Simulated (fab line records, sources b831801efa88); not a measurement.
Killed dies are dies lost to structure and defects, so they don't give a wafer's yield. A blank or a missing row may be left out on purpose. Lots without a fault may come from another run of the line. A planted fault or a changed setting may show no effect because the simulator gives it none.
Which tool did it? | flow sky130 | 6 lots, 18 wafers sampled, at 2 steps of a route of 708

WHAT THE GAUGES READ, wafer by wafer
SKY_VT_ADJUST_HVTR_CD_MEAS_07: target cd 380 nm.
lot  | measured     | on        | cd_nm (nm)
L588 | day 10 04:29 | cd_sem-02 | 381.3 380.3 380.5
L590 | day 10 13:17 | cd_sem-01 | 377.1 378.5 376.9
L592 | day 11 02:59 | cd_sem-01 | 371.7 371.0 372.2
L596 | day 12 04:15 | cd_sem-01 | 385.0 387.6 386.7
L603 | day 14 21:38 | cd_sem-01 | 381.6 381.0 380.5
L605 | day 15 07:56 | cd_sem-01 | 380.8 385.0 383.6

WHICH TOOL RAN EACH LOT (tool, then ch and the chambers of the sampled wafers, then the start)
lot  | SKY_VT_ADJUST_LVTN_STRIP_20
L588 | plasma_asher-04 ch 0,1, day 8 09:17
L590 | plasma_asher-04 ch 0,1, day 8 18:04
L592 | plasma_asher-04 ch 0,1, day 9 07:35
L596 | plasma_asher-04 ch 0,1, day 10 07:07
L603 | plasma_asher-01 ch 0,1, day 12 19:46
L605 | plasma_asher-03 ch 1, day 13 03:13
- SKY_VT_ADJUST_LVTN_STRIP_20: strips in O2/N2.

THE ANSWER, worked out from the rows above alone
Rule: what is usual is taken from the lots themselves. Put in order of their means at a reading, lots are off if they are a third of the lots or fewer, leave a main group of 4 or more, and stand apart from it by a gap of 3 or more times the standard deviation of the main group's means; of several such gaps the widest counts. A main group whose means are all the same, to the digits that the tables above print for the reading, isn't used. A lot without any number at a reading at which 4 lots or more have one is off too. The other lots that the step has rows for count as sound.
No lot is off at any reading shown: from this, nothing can be told.

WHAT THE SIMULATOR HAD PUT IN
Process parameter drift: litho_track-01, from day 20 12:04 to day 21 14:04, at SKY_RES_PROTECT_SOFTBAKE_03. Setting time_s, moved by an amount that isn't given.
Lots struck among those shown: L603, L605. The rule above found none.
